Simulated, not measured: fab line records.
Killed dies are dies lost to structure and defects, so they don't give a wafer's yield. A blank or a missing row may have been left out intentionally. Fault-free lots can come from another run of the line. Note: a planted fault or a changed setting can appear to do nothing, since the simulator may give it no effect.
Matching of chambers ; flow sky130 ; 4 sister chambers for SKY_VIA3_CMP_24 on cmp-01
The step polishes, stops on SiO2, t overpolish 20 s, target thk 0 nm. 8 wafers are shown with their chamber, then 12 later ones without.

EACH WAFER AND ITS CHAMBER
wafer;chamber;motor current A (A);time to endpoint s (s)
L090.1;2;10.2;102
L090.6;2;10.5;100
L091.6;0;10.3;98
L092.2;1;11.5;91
L092.5;3;10.4;101
L094.1;3;10.2;97
L094.4;1;11.4;93
L094.6;0;9.8;94

WAFERS MISSING THEIR CHAMBER
wafer;motor current A (A);time to endpoint s (s)
L095.2;10.5;97
L095.3;11.5;94
L095.6;10.4;97
L095.1;10.6;91
L095.4;10.0;95
L095.5;11.1;89
L096.2;9.9;98
L096.3;11.5;94
L096.6;10.6;91
L097.1;10.5;100
L097.4;11.8;98
L097.6;10.0;92

EACH ONE'S CHAMBER
wafer;from the rows above;in truth
L095.2;can't be placed: 3 or 2 or 0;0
L095.3;1;1
L095.6;can't be placed: 3 or 0 or 2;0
L095.1;can't be placed: 0 or 3 or 1 or 2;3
L095.4;can't be placed: 0 or 3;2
L095.5;1;1
L096.2;can't be placed: 0 or 3 or 2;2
L096.3;1;1
L096.6;can't be placed: 0 or 3 or 1 or 2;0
L097.1;can't be placed: 2 or 3 or 0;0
L097.4;1;1
L097.6;can't be placed: 0 or 3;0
4 of 12 placed correctly. Unplaceable from these rows: 8, with the true chamber sitting among the candidates in 7. 0 placed wrongly.
How it was worked out, from the rows above alone: a wafer's distance from a chamber is the root of the sum, over the readings, of the square of ((its reading less the chamber's mean) divided by the reading's scatter). If the next closest chamber is less than 2 further off than the closest, the wafer can't be placed; otherwise it belongs to the closest. For every chamber, the mean is computed from those of its wafers that are shown. The scatter: the root of (the sum of the squares of (reading less its chamber's mean) over the shown wafers, divided by (wafers less chambers)).
